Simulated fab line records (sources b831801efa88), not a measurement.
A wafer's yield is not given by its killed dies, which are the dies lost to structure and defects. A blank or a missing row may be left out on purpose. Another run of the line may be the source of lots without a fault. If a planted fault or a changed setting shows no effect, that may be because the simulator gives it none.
The tool behind it: which one? ; flow gf180mcu ; Sampling: 24 lots, 72 wafers, 5 of 602 route steps

## WHAT EACH GAUGE READ, for each wafer
GF_V4_BOW_MEAS_05. Usual: V4_BOW 136 um, standard deviation 8.6.
lot;measured;on;V4_BOW (um);flag
L074;day 23 12:17;filmMetro-02;143 139 150;
L075;day 23 21:22;filmMetro-01;125 128 125;
L076;day 24 16:47;filmMetro-01;152 153 150;
L077;day 24 19:32;filmMetro-04;129 133 141;
L078;day 25 05:49;filmMetro-01;131 125 130;
L079;day 25 13:04;filmMetro-01;147 147 128;
L080;day 25 19:25;filmMetro-01;145 143 144;
L081;day 26 02:07;filmMetro-04;135 134 133;
L082;day 26 04:44;filmMetro-02;128 136 130;
L083;day 26 20:32;filmMetro-04;131 120 130;
L084;day 27 07:01;filmMetro-01;152 137 148;
L085;day 27 04:39;filmMetro-04;135 123 133;
L086;day 27 17:52;filmMetro-01;144 139 140;
L087;day 28 00:26;filmMetro-02;135 144 131;
L088;day 28 06:47;filmMetro-02;138 137 122;
L089;day 28 15:47;filmMetro-02;139 149 141;
L090;day 28 15:26;filmMetro-01;134 118 138;
L091;day 29 06:44;filmMetro-02;137 130 134;
L092;day 29 16:12;filmMetro-01;146 144 141;
L093;day 30 02:17;filmMetro-02;131 126 137;
L094;day 30 05:02;filmMetro-02;128 127 124;
L095;day 30 05:59;filmMetro-04;134 145 141;
L096;day 30 19:41;filmMetro-04;137 138 131;
L097;day 31 02:50;filmMetro-04;133 145 121;

GF_V5_THK_MEAS_03. Usual: V5_CVD_02_THK 1452 nm, standard deviation 19.
lot;measured;on;V5_CVD_02_THK (nm);flag
L074;day 26 09:21;filmMetro-03;1449 1464 1470;
L075;day 26 18:01;filmMetro-01;1457 1452 1481;
L076;day 27 11:31;filmMetro-01;1443 1453 1459;
L077;day 27 14:05;filmMetro-02;1452 1478 1454;
L078;day 27 23:47;filmMetro-03;1428 1472 1459;
L079;day 28 04:52;filmMetro-01;1442 1460 1449;
L080;day 28 12:53;filmMetro-01;1420 1436 1436;
L081;day 28 18:19;filmMetro-03;1416 1422 1464;
L082;day 28 19:53;filmMetro-03;1448 1460 1462;
L083;day 29 11:36;filmMetro-01;1465 1468 1468;
L084;day 29 21:42;filmMetro-02;1426 1440 1473;
L085;day 29 19:02;filmMetro-02;1446 1456 1484;
L086;day 30 07:33;filmMetro-02;1437 1454 1472;
L087;day 30 12:19;filmMetro-01;1428 1466 1452;
L088;day 30 19:29;filmMetro-03;1440 1413 1432;
L089;day 31 03:46;filmMetro-01;1406 1421 1453;
L090;day 31 02:55;filmMetro-03;1442 1463 1439;
L091;day 31 17:10;filmMetro-03;1432 1445 1447;
L092;day 32 00:53;filmMetro-02;1466 1494 1488;
L093;day 32 10:33;filmMetro-01;1466 1461 1466;
L094;day 32 12:53;filmMetro-03;1425 1451 1473;
L095;day 32 13:40;filmMetro-01;1460 1481 1472;
L096;day 33 02:31;filmMetro-02;1429 1418 1427;
L097;day 33 06:47;filmMetro-03;1478 1479 1479;

## EACH LOT AND THE TOOL THAT RAN IT (in order: tool; ch and the chambers of the sampled wafers; start)
lot;GF_VT_IMPLANT_STRIP_31;GF_SAB_STRIP_13;GF_V2_SPUTTER_22
L074;plasmaAsher-02 ch 0, day 6 21:09;plasmaAsher-01 ch 0,1, day 15 03:19;pvdSputter-03, day 20 07:34
L075;plasmaAsher-03 ch 0,1, day 7 04:26;plasmaAsher-04 ch 0,1, day 15 12:33;pvdSputter-03, day 20 18:34
L076;plasmaAsher-01 ch 0,1, day 7 14:12;plasmaAsher-04 ch 0,1, day 16 06:49;pvdSputter-02, day 21 14:48
L077;plasmaAsher-02 ch 0,1, day 7 18:36;plasmaAsher-04 ch 0,1, day 16 09:49;pvdSputter-01, day 21 17:02
L078;plasmaAsher-02 ch 0,1, day 8 01:33;plasmaAsher-02 ch 0,1, day 16 17:31;pvdSputter-01, day 22 03:02
L079;plasmaAsher-02 ch 0,1, day 8 09:36;plasmaAsher-01 ch 0, day 17 03:52;pvdSputter-02, day 22 13:00
L080;plasmaAsher-02 ch 0,1, day 8 16:22;plasmaAsher-04 ch 0,1, day 17 12:13;pvdSputter-02, day 22 19:50
L081;plasmaAsher-01 ch 0,1, day 8 20:21;plasmaAsher-01 ch 0,1, day 17 20:19;pvdSputter-02, day 23 03:29
L082;plasmaAsher-02 ch 0,1, day 9 01:53;plasmaAsher-02 ch 0,1, day 18 00:15;pvdSputter-02, day 23 07:22
L083;plasmaAsher-03 ch 0,1, day 9 11:12;plasmaAsher-02 ch 0,1, day 18 15:53;pvdSputter-01, day 23 22:15
L084;plasmaAsher-01 ch 0,1, day 9 16:45;plasmaAsher-02 ch 0,1, day 19 03:10;pvdSputter-03, day 24 09:43
L085;plasmaAsher-01 ch 0,1, day 9 20:42;plasmaAsher-01 ch 0,1, day 19 02:16;pvdSputter-01, day 24 07:46
L086;plasmaAsher-03 ch 0, day 10 04:55;plasmaAsher-01 ch 0,1, day 19 17:35;pvdSputter-01, day 24 21:06
L087;plasmaAsher-03 ch 0,1, day 10 10:45;plasmaAsher-01 ch 0,1, day 20 00:02;pvdSputter-01, day 25 04:28
L088;plasmaAsher-02 ch 0,1, day 10 19:24;plasmaAsher-02 ch 0,1, day 20 09:18;pvdSputter-02, day 25 12:19
L089;plasmaAsher-01 ch 0,1, day 11 04:33;plasmaAsher-02 ch 0,1, day 20 19:12;pvdSputter-02, day 25 20:39
L090;plasmaAsher-02 ch 0,1, day 11 06:39;plasmaAsher-02 ch 0,1, day 20 19:52;pvdSputter-02, day 25 21:56
L091;plasmaAsher-02 ch 0,1, day 11 14:12;plasmaAsher-04 ch 0,1, day 21 12:03;pvdSputter-03, day 26 13:14
L092;plasmaAsher-03 ch 0,1, day 12 00:23;plasmaAsher-02 ch 0,1, day 22 01:48;pvdSputter-03, day 26 23:55
L093;plasmaAsher-01 ch 1, day 12 06:40;plasmaAsher-04 ch 0,1, day 22 12:19;pvdSputter-01, day 27 10:30
L094;plasmaAsher-02 ch 1, day 12 12:07;plasmaAsher-02 ch 0,1, day 22 14:22;pvdSputter-03, day 27 12:58
L095;plasmaAsher-02 ch 0,1, day 12 15:24;plasmaAsher-01 ch 0,1, day 22 18:40;pvdSputter-01, day 27 14:18
L096;plasmaAsher-03 ch 0,1, day 13 02:30;plasmaAsher-04 ch 0,1, day 23 08:46;pvdSputter-01, day 28 04:07
L097;plasmaAsher-01 ch 0,1, day 13 12:10;plasmaAsher-04 ch 1, day 23 18:52;pvdSputter-03, day 28 12:20
- GF_VT_IMPLANT_STRIP_31: strips in O2/N2.
- GF_SAB_STRIP_13: strips in O2/N2.
- GF_V2_SPUTTER_22: material TiN, target thk 10 nm, time 40 s.

## AS READ BY THE TOOLS THEMSELVES (means over the sampled wafers that have a number; for cases with no such wafer, the mark the record gives instead)
GF_VT_IMPLANT_STRIP_31. Usual: drypumpMotorCurrentA 5.5 A, standard deviation 0.36; heaterPowerW 319 W, standard deviation 19; o2FlowSccm 3000 sccm, standard deviation 7.9; oesProductAu 0.716 a.u., standard deviation 0.0049; stripTimeToEndpointS 12.62 s, standard deviation 0.033.
lot;tool;drypumpMotorCurrentA (A);heaterPowerW (W);o2FlowSccm (sccm);oesProductAu (a.u.);stripTimeToEndpointS (s);flag
L074;plasmaAsher-02;5.4;318;2988;0.714;12.59;
L075;plasmaAsher-03;6.1;323;3002;0.721;12.61;
L076;plasmaAsher-01;5.6;346;3002;0.714;12.63;
L077;plasmaAsher-02;5.3;313;2995;0.718;12.58;
L078;plasmaAsher-02;5.3;302;2993;0.715;12.63;
L079;plasmaAsher-02;5.2;300;3001;0.716;12.58;
L080;plasmaAsher-02;5.3;310;3006;0.721;12.57;
L081;plasmaAsher-01;5.4;340;3001;0.707;12.68;
L082;plasmaAsher-02;5.3;312;3001;0.717;12.61;
L083;plasmaAsher-03;5.8;319;2996;0.716;12.68;
L084;plasmaAsher-01;5.5;340;3002;0.719;12.64;
L085;plasmaAsher-01;5.5;345;2999;0.715;12.63;
L086;plasmaAsher-03;5.7;320;3002;0.713;12.64;
L087;plasmaAsher-03;6.1;329;3000;0.711;12.65;
L088;plasmaAsher-02;5.3;311;2995;0.716;12.61;
L089;plasmaAsher-01;5.5;341;3001;0.716;12.64;
L090;plasmaAsher-02;5.3;296;3001;0.717;12.59;
L091;plasmaAsher-02;5.3;298;3003;0.714;12.60;
L092;plasmaAsher-03;5.8;321;3001;0.717;12.60;
L093;plasmaAsher-01;5.2;331;3003;0.719;12.60;
L094;plasmaAsher-02;5.2;289;2997;0.714;12.63;
L095;plasmaAsher-02;5.3;306;3008;0.716;12.59;
L096;plasmaAsher-03;5.9;325;2997;0.715;12.66;
L097;plasmaAsher-01;5.5;342;3007;0.716;12.59;

GF_SAB_STRIP_13. Usual: drypumpMotorCurrentA 5.36 A, standard deviation 0.21; heaterPowerW 346 W, standard deviation 57; o2FlowSccm 3000 sccm, standard deviation 9.2; oesProductAu 0.710 a.u., standard deviation 0.0044; stripTimeToEndpointS 12.61 s, standard deviation 0.038.
lot;tool;drypumpMotorCurrentA (A);heaterPowerW (W);o2FlowSccm (sccm);oesProductAu (a.u.);stripTimeToEndpointS (s);flag
L074;plasmaAsher-01;5.39;334;3003;0.709;12.66;
L075;plasmaAsher-04;5.26;408;3010;0.714;12.60;
L076;plasmaAsher-04;5.28;406;3018;0.711;12.68;
L077;plasmaAsher-04;5.28;409;2994;0.710;12.65;
L078;plasmaAsher-02;5.34;309;2995;0.711;12.59;
L079;plasmaAsher-01;5.65;347;2993;0.713;12.62;
L080;plasmaAsher-04;5.46;356;2995;0.711;12.63;
L081;plasmaAsher-01;5.38;339;3001;0.711;12.59;
L082;plasmaAsher-02;5.31;310;2991;0.707;12.64;
L083;plasmaAsher-02;5.32;306;3005;0.710;12.60;
L084;plasmaAsher-02;5.30;306;3009;0.705;12.54;
L085;plasmaAsher-01;5.52;373;3005;0.708;12.59;
L086;plasmaAsher-01;5.52;373;2993;0.708;12.56;
L087;plasmaAsher-01;5.40;367;2998;0.710;12.64;
L088;plasmaAsher-02;5.32;308;3002;0.714;12.59;
L089;plasmaAsher-02;5.33;310;3002;0.708;12.54;
L090;plasmaAsher-02;5.32;311;2986;0.713;12.62;
L091;plasmaAsher-04;5.27;410;3011;0.710;12.60;
L092;plasmaAsher-02;5.32;311;2998;0.709;12.59;
L093;plasmaAsher-04;5.47;361;3005;0.709;12.60;
L094;plasmaAsher-02;5.26;302;3006;0.711;12.61;
L095;plasmaAsher-01;5.52;368;2992;0.711;12.59;
L096;plasmaAsher-04;5.27;410;2998;0.714;12.63;
L097;plasmaAsher-04;5.06;456;3004;0.711;12.59;

GF_V2_SPUTTER_22. Usual: throttleValvePct reads 30.9 % (standard deviation 1).
lot;tool;throttleValvePct (%);flag
L074;pvdSputter-03;29.3;
L075;pvdSputter-03;30.7;
L076;pvdSputter-02;31.6;
L077;pvdSputter-01;31.2;
L078;pvdSputter-01;30.7;
L079;pvdSputter-02;31.7;
L080;pvdSputter-02;31.6;
L081;pvdSputter-02;31.7;
L082;pvdSputter-02;31.6;
L083;pvdSputter-01;30.4;
L084;pvdSputter-03;30.4;
L085;pvdSputter-01;31.1;
L086;pvdSputter-01;30.7;
L087;pvdSputter-01;30.7;
L088;pvdSputter-02;31.5;
L089;pvdSputter-02;31.7;
L090;pvdSputter-02;31.6;
L091;pvdSputter-03;29.7;
L092;pvdSputter-03;29.6;
L093;pvdSputter-01;30.9;
L094;pvdSputter-03;30.8;
L095;pvdSputter-01;30.5;
L096;pvdSputter-01;30.8;
L097;pvdSputter-03;31.9;

## THE ANSWER, worked out from the rows above alone
Rule: a lot is off if the mean of its wafers that have a number lies more than 3 standard deviations from the usual mean. Also off: a lot with no number at a reading for which 4 or more lots have one. Where the step has rows for the other lots, those lots are counted as sound. The gauges are gone through in route order, then the tools' own readings, and for those a lot's mean is taken as printed above. At the first step where some lot is off, the reading lying furthest off is the one used; lots without a number count as furthest.
No lot is off at any reading shown: from this, nothing can be told.

## WHAT THE SIMULATOR HAD PUT IN
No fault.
